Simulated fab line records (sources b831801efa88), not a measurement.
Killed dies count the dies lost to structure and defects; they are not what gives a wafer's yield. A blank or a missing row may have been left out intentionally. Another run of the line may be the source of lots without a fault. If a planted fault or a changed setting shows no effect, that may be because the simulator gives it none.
Which tool is to blame? + flow sky130 + Sampling: 6 lots, 18 wafers, 3 of 708 route steps

## WHAT EACH GAUGE READ, for each wafer
SKY_SD_P_CD_MEAS_07: target cd 380 nm.
| lot  | measured     | on        | cd nm (nm)        |
|------|--------------|-----------|-------------------|
| L190 | day 26 04:46 | cd sem-02 | 381.2 381.4 379.8 |
| L192 | day 26 14:13 | cd sem-02 | 383.4 384.0 383.9 |
| L197 | day 28 13:41 | cd sem-02 | 379.5 378.6 380.8 |
| L201 | day 29 20:14 | cd sem-02 | 383.3 380.7 381.5 |
| L209 | day 32 05:41 | cd sem-02 | 380.8 380.4 377.7 |
| L211 | day 32 20:28 | cd sem-01 | 381.9 382.8 384.1 |

## TOOL THAT RAN EACH LOT (tool first, then ch and the chambers of the sampled wafers, then the start)
| lot  | SKY_LDD_LDN_STRIP_12                 | SKY_SD_P_EXPOSE_04                  |
|------|--------------------------------------|-------------------------------------|
| L190 | plasma asher-03 ch 0,1, day 23 14:31 | iline stepper-02 ch 0, day 25 14:02 |
| L192 | plasma asher-03 ch 0,1, day 24 02:28 | iline stepper-02 ch 0, day 26 00:39 |
| L197 | plasma asher-04 ch 1, day 26 02:04   | iline stepper-01 ch 0, day 27 23:13 |
| L201 | plasma asher-04 ch 0,1, day 27 09:58 | iline stepper-01 ch 0, day 29 06:40 |
| L209 | plasma asher-04 ch 0,1, day 29 19:28 | iline stepper-02 ch 0, day 31 16:41 |
| L211 | plasma asher-02 ch 0,1, day 30 11:26 | iline stepper-02 ch 0, day 32 07:13 |
- SKY_LDD_LDN_STRIP_12: strips in O2/N2.
- SKY_SD_P_EXPOSE_04: exposes mask PSDM, target cd 380 nm.

## THE ANSWER, worked out from the rows above alone
Rule: what is usual is taken from the lots themselves. The widest of any qualifying gaps counts: lots, ordered by their means at a reading, are off when they make up no more than a third of the lots, leave a main group of 4 or more, and stand apart from it by 3 or more times the standard deviation of that group's means. A main group whose means are all the same, to the digits that the tables above print for the reading, isn't used. Also off: a lot with no number at a reading for which 4 or more lots have one. All remaining lots with rows at the step are treated as sound.
No lot is off at any reading shown: from this, nothing can be told.

## WHAT WAS PUT IN BY THE SIMULATOR
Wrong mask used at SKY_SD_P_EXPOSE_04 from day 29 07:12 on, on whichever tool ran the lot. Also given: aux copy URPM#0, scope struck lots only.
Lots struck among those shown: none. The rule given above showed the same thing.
